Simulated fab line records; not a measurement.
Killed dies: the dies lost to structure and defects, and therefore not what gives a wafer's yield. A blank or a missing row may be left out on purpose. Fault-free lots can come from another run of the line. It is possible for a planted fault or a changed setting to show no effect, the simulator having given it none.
Check of tool commonality / flow sky130 / Sample size 10 lots and 30 wafers

## REASON IT WAS OPENED
At SKY_CAPM_RS_MEAS_03 the reading CAPM_TIN_RS is flagged on 2 of 10 lots. Wafers without a fault read 6.89 ohm/sq, standard deviation 0.069.
Rule: flag the lot when none of its wafers has a number, or when each of its wafers that has one lies beyond 4 standard deviations from that mean. All remaining lots are regarded as sound.

lot=L320; measured=day 37 05:49; on=filmMetro-04; CAPM_TIN_RS (ohm/sq), wafer by wafer=6.90 6.87 6.97; flag=
lot=L322; measured=day 37 17:25; on=filmMetro-02; CAPM_TIN_RS (ohm/sq), wafer by wafer=6.88 6.88 6.84; flag=
lot=L321; measured=day 37 18:47; on=filmMetro-02; CAPM_TIN_RS (ohm/sq), wafer by wafer=6.86 6.87 6.88; flag=
lot=L323; measured=day 38 03:08; on=filmMetro-02; CAPM_TIN_RS (ohm/sq), wafer by wafer=6.81 6.86 6.81; flag=
lot=L332; measured=day 40 18:47; on=filmMetro-01; CAPM_TIN_RS (ohm/sq), wafer by wafer=6.80 6.74 6.79; flag=
lot=L335; measured=day 41 15:32; on=filmMetro-04; CAPM_TIN_RS (ohm/sq), wafer by wafer=9.04 8.99 8.96; flag=FLAGGED
lot=L337; measured=day 42 07:35; on=filmMetro-01; CAPM_TIN_RS (ohm/sq), wafer by wafer=9.05 8.88 8.88; flag=FLAGGED
lot=L338; measured=day 42 10:00; on=filmMetro-01; CAPM_TIN_RS (ohm/sq), wafer by wafer=6.75 6.88 6.76; flag=
lot=L339; measured=day 42 10:10; on=filmMetro-01; CAPM_TIN_RS (ohm/sq), wafer by wafer=6.93 6.87 6.92; flag=
lot=L341; measured=day 43 03:33; on=filmMetro-02; CAPM_TIN_RS (ohm/sq), wafer by wafer=6.96 6.88 6.88; flag=
The numbers of the flagged lots are 8.97 ohm/sq on average: +2.08 ohm/sq against the usual, or +30 standard deviations.

## WHICH TOOL RAN EACH LOT
4 process steps preceding the reading are held in the record, out of 708 steps in the route. Every cell lists first the tool, next ch and the chambers used by the sampled wafers, and last the start.
lot=L320; flag=; SKY_CONTACT_CVD_24=cvdW-01 ch 0,1, day 32 14:17; SKY_METAL1_SPUTTER_00=pvdSputter-04, day 32 14:53; SKY_METAL3_SPUTTER_04=pvdSputter-04, day 37 05:35; SKY_CAPM_SPUTTER_02=pvdSputter-03, day 37 05:43
lot=L322; flag=; SKY_CONTACT_CVD_24=cvdW-01 ch 0,1, day 33 00:33; SKY_METAL1_SPUTTER_00=pvdSputter-04, day 33 01:06; SKY_METAL3_SPUTTER_04=pvdSputter-02, day 37 17:07; SKY_CAPM_SPUTTER_02=pvdSputter-03, day 37 17:16
lot=L321; flag=; SKY_CONTACT_CVD_24=cvdW-01 ch 0,1, day 33 02:56; SKY_METAL1_SPUTTER_00=pvdSputter-04, day 33 03:32; SKY_METAL3_SPUTTER_04=pvdSputter-02, day 37 18:33; SKY_CAPM_SPUTTER_02=pvdSputter-03, day 37 18:41
lot=L323; flag=; SKY_CONTACT_CVD_24=cvdW-02 ch 1, day 33 11:17; SKY_METAL1_SPUTTER_00=pvdSputter-02, day 33 11:52; SKY_METAL3_SPUTTER_04=pvdSputter-02, day 38 02:54; SKY_CAPM_SPUTTER_02=pvdSputter-04, day 38 03:02
lot=L332; flag=; SKY_CONTACT_CVD_24=cvdW-02 ch 1, day 36 09:28; SKY_METAL1_SPUTTER_00=pvdSputter-02, day 36 10:04; SKY_METAL3_SPUTTER_04=pvdSputter-04, day 40 18:31; SKY_CAPM_SPUTTER_02=pvdSputter-03, day 40 18:40
lot=L335; flag=FLAGGED; SKY_CONTACT_CVD_24=cvdW-01 ch 0,1, day 37 03:30; SKY_METAL1_SPUTTER_00=pvdSputter-02, day 37 04:05; SKY_METAL3_SPUTTER_04=pvdSputter-04, day 41 15:17; SKY_CAPM_SPUTTER_02=pvdSputter-03, day 41 15:25
lot=L337; flag=FLAGGED; SKY_CONTACT_CVD_24=cvdW-02 ch 0,1, day 37 19:13; SKY_METAL1_SPUTTER_00=pvdSputter-02, day 37 19:49; SKY_METAL3_SPUTTER_04=pvdSputter-04, day 42 07:20; SKY_CAPM_SPUTTER_02=pvdSputter-03, day 42 07:28
lot=L338; flag=; SKY_CONTACT_CVD_24=cvdW-02 ch 1, day 37 21:55; SKY_METAL1_SPUTTER_00=pvdSputter-02, day 37 22:30; SKY_METAL3_SPUTTER_04=pvdSputter-02, day 42 09:34; SKY_CAPM_SPUTTER_02=pvdSputter-02, day 42 09:52
lot=L339; flag=; SKY_CONTACT_CVD_24=cvdW-01 ch 0,1, day 38 00:46; SKY_METAL1_SPUTTER_00=pvdSputter-02, day 38 01:22; SKY_METAL3_SPUTTER_04=pvdSputter-04, day 42 09:51; SKY_CAPM_SPUTTER_02=pvdSputter-04, day 42 09:59
lot=L341; flag=; SKY_CONTACT_CVD_24=cvdW-01 ch 0,1, day 38 20:17; SKY_METAL1_SPUTTER_00=pvdSputter-02, day 38 20:56; SKY_METAL3_SPUTTER_04=pvdSputter-02, day 43 03:18; SKY_CAPM_SPUTTER_02=pvdSputter-04, day 43 03:26
What the steps here do:
- SKY_CONTACT_CVD_24: deposits W, target thk 340 nm, time 102.12 s.
- SKY_METAL1_SPUTTER_00: material Ti, target thk 15 nm, time 10 s.
- SKY_METAL3_SPUTTER_04: material TiN, target thk 70 nm, time 58.3 s.
- SKY_CAPM_SPUTTER_02: material TiN, target thk 200 nm, time 166.7 s.
- SKY_CAPM_RS_MEAS_03: measures by four-point-probe.

## FLAGGED OVER TOTAL, TOOL BY TOOL (the gauges that took the reading come last)
step=SKY_CONTACT_CVD_24; tool=cvdW-01; lots run=6; flagged=1; share of the flagged lots=some; sound lots run after its first flagged lot=2 (L339,L341)
step=SKY_CONTACT_CVD_24; tool=cvdW-02; lots run=4; flagged=1; share of the flagged lots=some; sound lots run after its first flagged lot=1 (L338)
step=SKY_METAL1_SPUTTER_00; tool=pvdSputter-02; lots run=7; flagged=2; share of the flagged lots=all; sound lots run after its first flagged lot=3 (L338,L339,L341)
step=SKY_METAL1_SPUTTER_00; tool=pvdSputter-04; lots run=3; flagged=0; share of the flagged lots=none; sound lots run after its first flagged lot=-
step=SKY_METAL3_SPUTTER_04; tool=pvdSputter-02; lots run=5; flagged=0; share of the flagged lots=none; sound lots run after its first flagged lot=-
step=SKY_METAL3_SPUTTER_04; tool=pvdSputter-04; lots run=5; flagged=2; share of the flagged lots=all; sound lots run after its first flagged lot=1 (L339)
step=SKY_CAPM_SPUTTER_02; tool=pvdSputter-02; lots run=1; flagged=0; share of the flagged lots=none; sound lots run after its first flagged lot=-
step=SKY_CAPM_SPUTTER_02; tool=pvdSputter-03; lots run=6; flagged=2; share of the flagged lots=all; sound lots run after its first flagged lot=0
step=SKY_CAPM_SPUTTER_02; tool=pvdSputter-04; lots run=3; flagged=0; share of the flagged lots=none; sound lots run after its first flagged lot=-
step=SKY_CAPM_RS_MEAS_03; tool=filmMetro-01; lots run=4; flagged=1; share of the flagged lots=some; sound lots run after its first flagged lot=2 (L338,L339)
step=SKY_CAPM_RS_MEAS_03; tool=filmMetro-02; lots run=4; flagged=0; share of the flagged lots=none; sound lots run after its first flagged lot=-
step=SKY_CAPM_RS_MEAS_03; tool=filmMetro-04; lots run=2; flagged=1; share of the flagged lots=some; sound lots run after its first flagged lot=0

## WHAT THE TABLE PERMITS
In the table, 3 rows ran each flagged lot (pvdSputter-02 at SKY_METAL1_SPUTTER_00; pvdSputter-04 at SKY_METAL3_SPUTTER_04; pvdSputter-03 at SKY_CAPM_SPUTTER_02).
- pvdSputter-02 at SKY_METAL1_SPUTTER_00 ran 7 lots, 2 of them flagged. After the first flagged lot (L338, L339, L341), sound lots still ran on it; a lasting fault on the whole tool would not permit that.
- pvdSputter-04 at SKY_METAL3_SPUTTER_04 ran 5 lots, 2 of them flagged. After the first flagged lot (L339), sound lots still ran on it; a lasting fault on the whole tool would not permit that.
- pvdSputter-03 at SKY_CAPM_SPUTTER_02 ran 6 lots, 2 of them flagged. Its last sound lot is L332 (day 40 18:40), its first flagged lot L335 (day 41 15:25): a fault that began between those two fits. Its own readings (cathodeDcPowerW) fall more than 4 standard deviations out on all wafers of the flagged lots.
Left over: one tool, pvdSputter-03 at SKY_CAPM_SPUTTER_02.

## WHAT WAS PUT IN BY THE SIMULATOR
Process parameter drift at SKY_CAPM_SPUTTER_02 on pvdSputter-03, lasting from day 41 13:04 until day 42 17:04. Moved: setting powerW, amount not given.
Shown lots that were struck: L335, L337. The rule above reached the same finding.
